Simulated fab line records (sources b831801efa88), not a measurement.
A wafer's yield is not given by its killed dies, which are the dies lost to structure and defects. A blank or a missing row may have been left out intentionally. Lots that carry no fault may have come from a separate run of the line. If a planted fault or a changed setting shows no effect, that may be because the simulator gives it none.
Which tool was responsible? :: flow gf180mcu :: 6 lots with 18 wafers sampled at 3 steps, on a route of 602 steps

== WHAT THE GAUGES READ, wafer by wafer ==
GF_PSD_RS_MEAS_14: the measuring method here is four-point-probe.
lot: L691
measured: day 15 08:25
on: film_metro-04
NSD_RS (ohm/sq): 46.40 46.10 46.13

lot: L693
measured: day 16 09:10
on: film_metro-01
NSD_RS (ohm/sq): 46.22 46.18 46.17

lot: L704
measured: day 20 08:43
on: film_metro-03
NSD_RS (ohm/sq): 42.26 46.15 46.22

lot: L708
measured: day 21 13:49
on: film_metro-04
NSD_RS (ohm/sq): 46.17 46.17 46.14

lot: L710
measured: day 22 08:46
on: film_metro-04
NSD_RS (ohm/sq): 46.07 46.03 46.20

lot: L712
measured: day 22 21:19
on: film_metro-04
NSD_RS (ohm/sq): 46.20 46.13 46.25

== EACH LOT AND THE TOOL THAT RAN IT (in order: tool; ch and the chambers of the sampled wafers; start) ==
lot: L691
GF_POLY_GATE_ETCH_13: rie_si-02 ch 0,3, day 9 22:37
GF_PSD_RTA_13: rtp_anneal-02 ch 0, day 15 08:19

lot: L693
GF_POLY_GATE_ETCH_13: rie_si-01 ch 0,2, day 10 19:50
GF_PSD_RTA_13: rtp_anneal-01 ch 0, day 16 09:05

lot: L704
GF_POLY_GATE_ETCH_13: rie_si-02 ch 0,2,3, day 14 04:57
GF_PSD_RTA_13: rtp_anneal-01 ch 0, day 20 08:38

lot: L708
GF_POLY_GATE_ETCH_13: rie_si-01 ch 2,3, day 15 07:28
GF_PSD_RTA_13: rtp_anneal-02 ch 0, day 21 13:44

lot: L710
GF_POLY_GATE_ETCH_13: rie_si-02 ch 1,2, day 15 23:59
GF_PSD_RTA_13: rtp_anneal-02 ch 0, day 22 08:40

lot: L712
GF_POLY_GATE_ETCH_13: rie_si-01 ch 0,1, day 16 12:24
GF_PSD_RTA_13: rtp_anneal-02 ch 0, day 22 21:13
- GF_POLY_GATE_ETCH_13: etches poly-Si in HBr/Cl2, stops on SiO2, target depth 198.5 nm, time 69.6 s.
- GF_PSD_RTA_13: time 20 s.

== THE ANSWER, worked out from the rows above alone ==
Rule: what is usual is taken from the lots themselves. The widest of any qualifying gaps counts: lots, ordered by their means at a reading, are off when they make up no more than a third of the lots, leave a main group of 4 or more, and stand apart from it by 3 or more times the standard deviation of that group's means. If all means in a main group match to the digits the tables above print for the reading, that group is not used. Also off: a lot with no number at a reading for which 4 or more lots have one. Any other lot the step has rows for is counted as sound.
Off: L704, seen at GF_PSD_RS_MEAS_14 (NSD_RS). For the main group the mean is 46.17 ohm/sq and the standard deviation 0.039.
If a tool, at a process step before that reading, ran all the lots that are off and no sound lot after the first of them, it fits. Gauges at GF_PSD_RS_MEAS_14: tried the same way as those tools. Can't be told from this: 2 tools fit, rtp_anneal-01 at GF_PSD_RTA_13, film_metro-03 at GF_PSD_RS_MEAS_14.

== WHAT HAD BEEN PUT IN BY THE SIMULATOR ==
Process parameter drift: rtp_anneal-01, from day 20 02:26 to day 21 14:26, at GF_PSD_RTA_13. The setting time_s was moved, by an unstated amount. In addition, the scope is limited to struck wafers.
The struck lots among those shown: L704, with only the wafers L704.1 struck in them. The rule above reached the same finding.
